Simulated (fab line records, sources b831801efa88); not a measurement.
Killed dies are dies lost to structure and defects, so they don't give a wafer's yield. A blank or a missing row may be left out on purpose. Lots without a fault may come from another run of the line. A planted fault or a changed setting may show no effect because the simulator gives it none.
One fault seen from 2 desks | flow gf180mcu | each desk has only its own numbers; what lay behind them comes last

THE METROLOGY DESK
What the gauges read, lot by lot, whatever tool the lot ran on: means of the sampled wafers that have a number. A lot is out of limits, marked OUT, if its mean lies more than 4 standard deviations from the usual mean; the brackets give that distance.
Columns: A = cd_nm at GF_V5_CD_MEAS_14, usual 260.1 nm; B = TOP_METAL_OVL at GF_TOP_METAL_OVL_MEAS_15, usual 0.6 nm
lot  | first seen here | A                | B
L958 | day 27 07:42    | 260.7            | 1.3
L959 | day 27 20:14    | 259.8            | 1.0
L960 | day 28 00:25    | 259.9            | -2.1
L961 | day 28 05:04    | 260.6            | -1.8
L962 | day 28 09:44    | 254.9 (-4.7) OUT | -0.6
L965 | day 29 15:13    | 257.2            | 1.4
L976 | day 32 11:35    | 261.4            | 0.8
L977 | day 32 19:05    | 259.8            | 3.3
L978 | day 32 23:49    | 261.5            | 1.4
L979 | day 33 02:12    | 260.2            | 0.9
L980 | day 33 06:07    | 260.1            | -0.8
This desk's finding: out of limits on L962; first on L962, day 28 09:44 (cd_nm at GF_V5_CD_MEAS_14). In limits: L958, L959, L960, L961, L965, L976, L977, L978, L979, L980.

THE TOOL OWNER'S DESK: litho_track-02
The tool's own readings at GF_V5_COAT_09 (resist thk 1000 nm): means of the sampled wafers that have a number, for each lot that ran on this tool. A lot is out of limits, marked OUT, if its mean lies more than 4 standard deviations from the usual mean; the brackets give that distance.
Columns: A = resist_line_temp_C at GF_V5_COAT_09, usual 22.97 C
lot  | first seen here | A
L959 | day 27 09:00    | 22.98
L960 | day 27 14:00    | 22.98
L962 | day 28 00:00    | 22.97
L965 | day 29 05:00    | 22.89
L976 | day 32 04:00    | 22.82
L979 | day 32 18:00    | 23.10
L980 | day 32 23:00    | 23.09
This desk's finding: nothing out of limits on any of the 7 lots.

PUT TOGETHER
The metrology desk could have raised an alarm at day 28 09:44, on L962.
The tool owner's desk saw nothing out of limits.
The tool owner's desk has L962 on record, within its limits.
Of the lots named, all ran GF_V5_COAT_09 on litho_track-02.

WHAT THE SIMULATOR HAD PUT IN
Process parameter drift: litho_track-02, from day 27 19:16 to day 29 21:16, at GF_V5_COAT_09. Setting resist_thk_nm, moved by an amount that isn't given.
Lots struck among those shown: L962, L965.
Hours from the fault's start to each desk's first reading out of limits: the metrology desk, 14.
